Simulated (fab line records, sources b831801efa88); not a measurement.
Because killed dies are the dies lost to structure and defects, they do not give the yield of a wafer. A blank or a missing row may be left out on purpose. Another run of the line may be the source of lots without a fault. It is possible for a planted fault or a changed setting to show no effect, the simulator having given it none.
fab line records | flow sky130
record: lots: 11 wafers: 33 last_day: 50
route steps=708 shown VIA1@479 METAL2@484 VIA2@507 PAD_OPEN@708
lots that met no fault: taken from a fault-free run of the same line
start_h: hours from the record's opening day to when the first of the lot's shown wafers began | wait_h: hours elapsed since this lot's preceding step | " the same as in the row above | L1.1+2: a row that stands for several wafers | - value missing, or start not given | * or withheld: withheld | < > ~ a bound
route shown NAME@n: a module of which the file shows steps, and the number in the route of the first | usual: the fault-free wafers' mean and standard deviation | same: alike in all rows | chamber/n: place in a boat | sites: each site's reading | _std_site: standard deviation of those values | _edge_site: mean of outer sites minus mean of inner sites | radius_mm: how far each site lies from the wafer's centre | mask NAME#n: copy n | behind: the tool/chamber that last shaped the wafer | hold: why the lot went on hold/how many hours it stayed there/how the hold came to an end | device: names the non-switching transistor (n, p or np) | end of line: the route-end tests of the same wafers | step lacking rows: just its recipe | killed: count of dies lost to structure and defects at first sort (not the wafer's yield) | map: the dies of a wafer, with x for killed, . for not killed, _ for no die there
set.NAME: the setting that was run; set.NAME@STEP: the one run at that earlier step | model.NAME: the simulator's own value behind a step, which no gauge read
route steps across a sampled set of lots; one table per step, one row per wafer
services: from which hour (start_h, from the record's first day; less than 0 if before it) a tool's chamber was out of use, for how many hours, and why
== steps ==
step: SKY_VIA1_CVD_21
recipe: material: W target_thk_nm: 270 time_s: 80.902 temp_c: 400 pressure_torr: 40
usual: heater_power_w: 850/51
columns lot.wafer tool chamber start_h wait_h heater_power_w
L391.1 cvd_w-02 0 786.61 0.0 894
L391.3 " 1 " " 826
L391.6 " 1 " " 829
L392.1 cvd_w-01 0 789.35 0.0 782
L392.3 " 0 " " 779
L392.5 " 0 " " 776
L393.2 cvd_w-02 0 802.49 0.0 887
L393.4 " 1 " " 826
L393.5 " 1 " " 830
L394.1 cvd_w-01 0 806.33 0.0 792
L394.4 " 0 " " 784
L394.5 " 1 " " 919
L395.1 cvd_w-02 1 814.36 0.0 813
L395.2 " 0 " " 876
L395.5 " 1 " " 849
L396.1 cvd_w-02 0 822.21 0.0 885
L396.3 " 1 " " 842
L396.6 " 1 " " 869
L403.3 cvd_w-02 1 902.30 0.1 833
L403.4 " 0 " " 871
L403.5 " 0 " " 897
L405.4 cvd_w-02 0 906.31 0.1 897
L405.5 " 1 " " 862
L405.6 " 0 " " 880
L407.2 cvd_w-02 1 914.92 0.0 830
L407.5 " 1 " " 852
L407.6 " 0 " " 901
L409.3 cvd_w-01 0 919.88 0.1 751
L409.5 " 1 " " 865
L409.6 " 0 " " 731
L412.1 cvd_w-02 1 953.15 0.0 831
L412.3 " 0 " " 912
L412.6 " 0 " " 899
step: SKY_METAL2_SPUTTER_01
recipe: material: TiN target_thk_nm: 20 power_w: 6500 time_s: 16.7 chamber_pressure_pa: 0.4
usual: throttle_valve_pct: 29.6/0.77
columns lot.wafer tool chamber start_h wait_h throttle_valve_pct
L391.1 pvd_sputter-01 - 787.21 0.0 28.8
L391.3 " - " " 29.7
L391.6 " - " " 28.5
L392.1 pvd_sputter-03 - 790.04 0.0 30.3
L392.3 " - " " 29.4
L392.5 " - " " 30.4
L393.2 pvd_sputter-04 - 803.09 0.0 29.9
L393.4 " - " " 31.1
L393.5 " - " " 29.8
L394.1 pvd_sputter-01 - 806.93 0.0 29.4
L394.4 " - " " 29.0
L394.5 " - " " 29.8
L395.1 pvd_sputter-03 - 814.95 0.0 30.5
L395.2 " - " " 30.0
L395.5 " - " " 28.9
L396.1 pvd_sputter-01 - 822.80 0.0 30.9
L396.3 " - " " 28.9
L396.6 " - " " 28.9
L403.3 pvd_sputter-03 - 902.86 0.0 30.3
L403.4 " - " " 29.6
L403.5 " - " " 29.5
L405.4 pvd_sputter-03 - 906.87 0.0 29.9
L405.5 " - " " 29.5
L405.6 " - " " 29.0
L407.2 pvd_sputter-01 - 915.85 0.0 28.9
L407.5 " - " " 30.7
L407.6 " - " " 28.7
L409.3 pvd_sputter-03 - 920.45 0.0 29.2
L409.5 " - " " 29.4
L409.6 " - " " 28.6
L412.1 pvd_sputter-03 - 954.96 0.0 29.8
L412.3 " - " " 29.9
L412.6 " - " " 29.7
step: SKY_VIA2_HDPCVD_00
recipe: material: SiO2 target_thk_nm: 1180 sigma_open_frac: 0.3 time_s: 196.7 temp_c: 400 sih4_flow_sccm: 60 pressure_mtorr: 6
usual: run_length_s: 224.4/0.64
columns lot.wafer tool chamber start_h wait_h run_length_s
L391.1 hdpcvd-02 0 813.11 0.0 225.3
L391.3 " 1 " " 224.5
L391.6 " 2 " " 224.1
L392.1 hdpcvd-02 0 817.16 0.0 225.6
L392.3 " 2 " " 223.8
L392.5 " 0 " " 225.2
L393.2 hdpcvd-02 2 830.69 0.0 223.7
L393.4 " 1 " " 224.4
L393.5 " 0 " " 225.5
L394.1 hdpcvd-01 1 834.38 0.0 224.4
L394.4 " 0 " " 224.9
L394.5 " 2 " " 224.2
L395.1 hdpcvd-02 0 842.09 0.0 225.8
L395.2 " 1 " " 224.2
L395.5 " 0 " " 225.7
L396.1 hdpcvd-01 2 850.74 0.0 223.4
L396.3 " 1 " " 224.5
L396.6 " 2 " " 223.4
L403.3 hdpcvd-01 0 928.86 0.0 224.5
L403.4 " 1 " " 217.6
L403.5 " 0 " " 224.6
L405.4 hdpcvd-02 0 932.64 0.1 225.4
L405.5 " 1 " " 224.3
L405.6 " 2 " " 223.9
L407.2 hdpcvd-02 2 941.87 0.0 223.6
L407.5 " 1 " " 224.5
L407.6 " 2 " " 224.0
L409.3 hdpcvd-02 2 947.37 0.0 224.0
L409.5 " 0 " " 225.4
L409.6 " 1 " " 224.3
L412.1 hdpcvd-02 2 978.63 0.0 223.9
L412.3 " 0 " " 225.6
L412.6 " 2 " " 224.6
step: SKY_VIA2_THK_MEAS_01
recipe: reads: SiO2_of_VIA2_HDPCVD_00
usual: VIA2_HDPCVD_THK: 1178/10
columns lot.wafer tool chamber start_h wait_h VIA2_HDPCVD_THK[nm]
L391.1 film_metro-01 - 813.24 0.1 1179
L391.3 " - " " 1190
L391.6 " - " " 1188
L392.1 film_metro-02 - 817.29 0.1 1176
L392.3 " - " " 1177
L392.5 " - " " 1170
L393.2 film_metro-01 - 830.82 0.1 1175
L393.4 " - " " 1170
L393.5 " - " " 1193
L394.1 film_metro-02 - 834.50 0.1 1170
L394.4 " - " " 1167
L394.5 " - " " 1183
L395.1 film_metro-04 - 842.21 0.1 1188
L395.2 " - " " 1193
L395.5 " - " " 1187
L396.1 film_metro-04 - 850.86 0.1 1176
L396.3 " - " " 1171
L396.6 " - " " 1179
L403.3 film_metro-04 - 929.00 0.1 1166
L403.4 " - " " 1134
L403.5 " - " " 1163
L405.4 film_metro-02 - 932.74 0.0 1160
L405.5 " - " " 1191
L405.6 " - " " 1170
L407.2 film_metro-04 - 942.01 0.1 1182
L407.5 " - " " 1189
L407.6 " - " " 1181
L409.3 film_metro-01 - 947.52 0.1 1174
L409.5 " - " " 1164
L409.6 " - " " 1183
L412.1 film_metro-02 - 978.82 0.1 1181
L412.3 " - " " 1191
L412.6 " - " " 1190
step: SKY_VIA2_SPUTTER_20
recipe: material: TiN target_thk_nm: 20 chamber_pressure_pa: 5 power_w: 4000 time_s: 80
usual: throttle_valve_pct: 29.5/0.71
columns lot.wafer tool chamber start_h wait_h throttle_valve_pct
L391.1 pvd_sputter-03 - 841.01 0.0 30.2
L391.3 " - " " 29.7
L391.6 " - " " 30.4
L392.1 pvd_sputter-01 - 844.51 0.0 29.1
L392.3 " - " " 29.1
L392.5 " - " " 28.4
L393.2 pvd_sputter-03 - 857.97 0.0 30.3
L393.4 " - " " 29.1
L393.5 " - " " 30.1
L394.1 pvd_sputter-03 - 862.16 0.0 28.9
L394.4 " - " " 30.4
L394.5 " - " " 29.7
L395.1 pvd_sputter-01 - 869.36 0.0 28.4
L395.2 " - " " 30.5
L395.5 " - " " 30.7
L396.1 pvd_sputter-02 - 877.91 0.0 29.6
L396.3 " - " " 29.6
L396.6 " - " " 29.0
L403.3 pvd_sputter-01 - 954.21 0.0 28.9
L403.4 " - " " 28.8
L403.5 " - " " 29.1
L405.4 pvd_sputter-03 - 958.74 0.0 30.3
L405.5 " - " " 30.3
L405.6 " - " " 29.4
L407.2 pvd_sputter-02 - 966.21 0.0 28.1
L407.5 " - " " 28.3
L407.6 " - " " 28.9
L409.3 pvd_sputter-02 - 972.27 0.0 28.8
L409.5 " - " " 28.2
L409.6 " - " " 29.7
L412.1 pvd_sputter-01 - 1003.57 0.0 30.6
L412.3 " - " " 28.5
L412.6 " - " " 30.4
step: SKY_PAD_OPEN_PROBE_99
usual: defect_limited_yield: 82.4/1.8 killed_at_M0_to_M3: 43/7.8 killed_at_M4_up: 3.2/1.7 killed_at_contacts: 24/5.2 killed_at_front_end: 15/4.5 killed_at_other: 0.4/0.65 killed_dies: 87/9.1 killed_on_rim: 17/3.5 killed_open: 47/7.3 killed_short: 40/6.5 sort_bin_3_pad_short: 0.9/0.46 sort_bin_5_function: 10.4/1.5 sort_bin_6_memory: 6.3/1 sort_n_pass: 405/9.1 sort_yield_pct: 82.4/1.8
same: gross_dies: 492 killed_at_back_side: 0 sort_bin_4_leakage[%]: 0 sort_bin_8_speed[%]: 0
columns lot.wafer tool chamber start_h wait_h defect_limited_yield[%] killed_at_M0_to_M3 killed_at_M4_up killed_at_contacts killed_at_front_end killed_at_other killed_dies killed_on_rim killed_open killed_short sort_bin_3_pad_short[%] sort_bin_5_function[%] sort_bin_6_memory[%] sort_n_pass sort_yield_pct[%]
L394.1 prober-02 - 1084.61 0.1 79.9 47 4 32 16 0 99 17 50 47 1.2 12.6 6.3 393 79.9
L394.4 prober-02 - 1084.76 0.2 84.3 36 2 27 11 1 77 16 43 33 0.2 7.7 7.7 415 84.3
L394.5 prober-02 - 1084.81 0.2 81.7 50 3 22 14 1 90 15 51 39 1.6 10.0 6.7 402 81.7
L395.1 prober-01 - 1090.98 0.1 80.5 45 5 29 17 0 96 15 59 37 1.4 11.0 7.1 396 80.5
L395.2 prober-01 - 1091.03 0.1 81.9 46 4 15 23 1 89 20 51 38 0.6 9.8 7.7 403 81.9
L395.5 prober-01 - 1091.18 0.2 84.1 40 4 24 10 0 78 14 47 31 1.4 8.5 5.9 414 84.1
L403.4 prober-01 - 1156.82 0.2 81.3 40 1 33 18 0 92 18 45 46 1.2 11.0 6.5 400 81.3
L407.2 prober-01 - 1169.23 0.1 83.5 41 5 24 11 0 81 16 39 42 1.0 10.2 5.3 411 83.5
L407.5 prober-01 - 1169.38 0.2 79.7 52 1 30 17 0 100 21 57 43 0.4 12.4 7.5 392 79.7
L407.6 prober-01 - 1169.43 0.2 83.5 47 4 18 12 0 81 16 46 35 1.0 9.6 5.9 411 83.5
L409.3 prober-02 - 1172.98 0.2 81.3 47 5 27 12 1 92 17 67 25 0.8 11.2 6.7 400 81.3
L409.5 prober-02 - 1173.08 0.2 81.9 45 2 18 24 0 89 18 42 47 1.4 9.1 7.5 403 81.9
L409.6 prober-02 - 1173.13 0.2 80.3 43 2 32 20 0 97 19 50 47 1.4 12.2 6.1 395 80.3
L412.1 prober-02 - 1192.84 0.1 84.6 40 3 21 12 0 76 18 44 32 1.4 7.5 6.5 416 84.6
L412.3 prober-02 - 1192.94 0.2 83.1 33 3 33 13 1 83 17 54 28 0.2 9.6 7.1 409 83.1
L412.6 prober-02 - 1193.09 0.2 81.1 31 2 34 26 0 93 21 55 38 0.2 10.4 8.3 399 81.1
killed by level:class
L394.1 CONTACT:geometric_particle:open=10 VIA3:geometric_particle:open=10 LI_CONTACT:geometric_particle:open=9 VIA1:geometric_particle:short=7 VIA1:geometric_particle:open=6 METAL1:geometric_particle:short=6 VIA3:geometric_particle:short=6 POLY_GATE:geometric_particle:short=5
L394.4 LI_CONTACT:geometric_particle:open=8 VIA1:geometric_particle:open=8 VIA3:geometric_particle:open=8 LOCAL_INTERCONNECT:geometric_particle:short=6 CONTACT:geometric_particle:open=6 METAL1:geometric_particle:short=6 VIA2:geometric_particle:open=4 FIELD_ISO:geometric_particle:short=3
L394.5 VIA1:geometric_particle:open=10 CONTACT:geometric_particle:short=7 VIA3:geometric_particle:open=7 METAL1:geometric_particle:short=6 CONTACT:geometric_particle:open=6 VIA2:geometric_particle:open=6 FIELD_ISO:geometric_particle:open=5 POLY_GATE:geometric_particle:open=5
L395.1 CONTACT:geometric_particle:open=11 VIA1:geometric_particle:open=10 VIA2:geometric_particle:open=10 LI_CONTACT:geometric_particle:open=9 VIA1:geometric_particle:short=7 FIELD_ISO:geometric_particle:short=5 METAL1:geometric_particle:open=5 METAL1:geometric_particle:short=5
L395.2 FIELD_ISO:geometric_particle:short=10 VIA3:geometric_particle:open=10 VIA1:geometric_particle:short=8 FIELD_ISO:geometric_particle:open=7 METAL1:geometric_particle:open=7 VIA2:geometric_particle:open=7 CONTACT:geometric_particle:open=5 METAL1:geometric_particle:short=4
L395.5 VIA1:geometric_particle:open=12 LI_CONTACT:geometric_particle:open=10 CONTACT:geometric_particle:open=7 METAL2:geometric_particle:short=7 METAL1:geometric_particle:short=6 VIA3:geometric_particle:open=4 FIELD_ISO:geometric_particle:short=3 CONTACT:geometric_particle:short=3
L403.4 CONTACT:geometric_particle:short=12 CONTACT:geometric_particle:open=9 VIA1:geometric_particle:open=9 POLY_GATE:geometric_particle:open=5 VIA1:geometric_particle:short=5 METAL2:geometric_particle:short=5 VIA3:geometric_particle:open=5 FIELD_ISO:geometric_particle:short=4
L407.2 CONTACT:geometric_particle:open=11 VIA1:geometric_particle:open=10 VIA3:geometric_particle:short=7 VIA3:geometric_particle:open=5 LI_CONTACT:geometric_particle:short=5 METAL1:geometric_particle:short=5 METAL2:geometric_particle:short=5 METAL4:geometric_particle:short=5
L407.5 CONTACT:geometric_particle:open=15 VIA1:geometric_particle:open=9 METAL1:geometric_particle:short=8 VIA1:geometric_particle:short=6 LI_CONTACT:geometric_particle:open=6 VIA3:geometric_particle:open=6 POLY_GATE:geometric_particle:short=5 CONTACT:geometric_particle:short=5
L407.6 VIA1:geometric_particle:open=13 CONTACT:geometric_particle:open=8 VIA3:geometric_particle:short=7 VIA1:geometric_particle:short=6 POLY_GATE:geometric_particle:short=5 VIA3:geometric_particle:open=5 VIA2:geometric_particle:open=4 FIELD_ISO:geometric_particle:open=3
L409.3 CONTACT:geometric_particle:open=15 VIA3:geometric_particle:open=12 VIA1:geometric_particle:open=10 VIA2:geometric_particle:open=8 LI_CONTACT:geometric_particle:open=5 METAL4:geometric_particle:short=4 POLY_GATE:geometric_particle:short=4 POLY_GATE:geometric_particle:open=4
L409.5 POLY_GATE:geometric_particle:short=9 POLY_GATE:geometric_particle:open=7 VIA3:geometric_particle:open=7 LI_CONTACT:geometric_particle:open=5 CONTACT:geometric_particle:open=5 METAL1:geometric_particle:short=5 VIA1:geometric_particle:open=5 VIA2:geometric_particle:short=5
L409.6 CONTACT:geometric_particle:open=12 FIELD_ISO:geometric_particle:short=10 LI_CONTACT:geometric_particle:open=10 VIA2:geometric_particle:open=7 POLY_GATE:geometric_particle:open=6 VIA1:geometric_particle:open=6 VIA1:geometric_particle:short=5 METAL1:geometric_particle:short=5
L412.1 VIA1:geometric_particle:open=12 VIA2:geometric_particle:open=8 CONTACT:geometric_particle:open=7 METAL1:geometric_particle:short=6 LI_CONTACT:geometric_particle:open=5 FIELD_ISO:geometric_particle:short=4 POLY_GATE:geometric_particle:short=3 LI_CONTACT:geometric_particle:short=3
L412.3 CONTACT:geometric_particle:open=11 LI_CONTACT:geometric_particle:open=10 VIA2:geometric_particle:open=9 VIA1:geometric_particle:open=5 VIA3:geometric_particle:open=5 SPACER:geometric_particle:open=4 LOCAL_INTERCONNECT:geometric_particle:short=4 VIA1:geometric_particle:short=4
L412.6 LI_CONTACT:geometric_particle:open=14 VIA1:geometric_particle:open=12 FIELD_ISO:geometric_particle:open=9 LOCAL_INTERCONNECT:geometric_particle:short=6 VIA3:geometric_particle:open=6 FIELD_ISO:geometric_particle:short=5 CONTACT:geometric_particle:open=5 SPACER:geometric_particle:short=4
== services ==
columns tool chamber start_h hours kind
cvd_w-01 0 769.08 3.1 repair
hdpcvd-01 - 780.78 1.2 repair
cvd_w-01 1 788.79 10.5 repair
pvd_sputter-04 - 789.37 1.3 repair
cvd_w-02 - 800.95 1.3 repair
pvd_sputter-02 - 815.49 1.7 repair
hdpcvd-02 - 833.98 2.1 repair
pvd_sputter-03 - 841.88 4.9 repair
hdpcvd-01 0 855.04 2.0 repair
hdpcvd-02 - 863.79 2.8 pm
pvd_sputter-01 - 867.85 1.5 repair
pvd_sputter-01 - 883.75 1.2 repair
cvd_w-01 - 898.18 6.0 pm
cvd_w-01 - 904.18 14.0 pm
cvd_w-01 0 904.18 14.0 vent_cycle
cvd_w-01 1 904.18 14.0 vent_cycle
pvd_sputter-04 - 907.88 53.0 repair
pvd_sputter-02 - 920.56 5.9 repair
cvd_w-01 - 937.25 0.7 repair
hdpcvd-01 - 950.25 15.0 pm
cvd_w-02 - 969.65 1.5 repair
hdpcvd-02 1 976.39 4.1 repair
pvd_sputter-04 - 976.82 2.6 repair
pvd_sputter-03 - 982.16 0.9 repair
== key ==
first_sign: step: SKY_VIA2_HDPCVD_00 reading: run_length_s direction: down sigmas: 11 usual: * struck: *
effect: step: SKY_VIA2_THK_MEAS_01 reading: VIA2_HDPCVD_THK direction: down sigmas: 4.2 usual: 1178 struck: 1134
met_at SKY_VIA2_HDPCVD_00
struck_lots L403
struck_wafers L403.4
not_acting_at SKY_VIA1_CVD_21,SKY_METAL2_SPUTTER_01,SKY_VIA2_SPUTTER_20
onset_between 850.74 928.86
fault: kind: process_parameter_drift tool: hdpcvd-01 chamber: - onset_h: 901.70 steps: SKY_VIA2_HDPCVD_00 channel: time_s offset: * shape: step end_h: 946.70 scope: struck_wafers_only acts_in: * stated: *
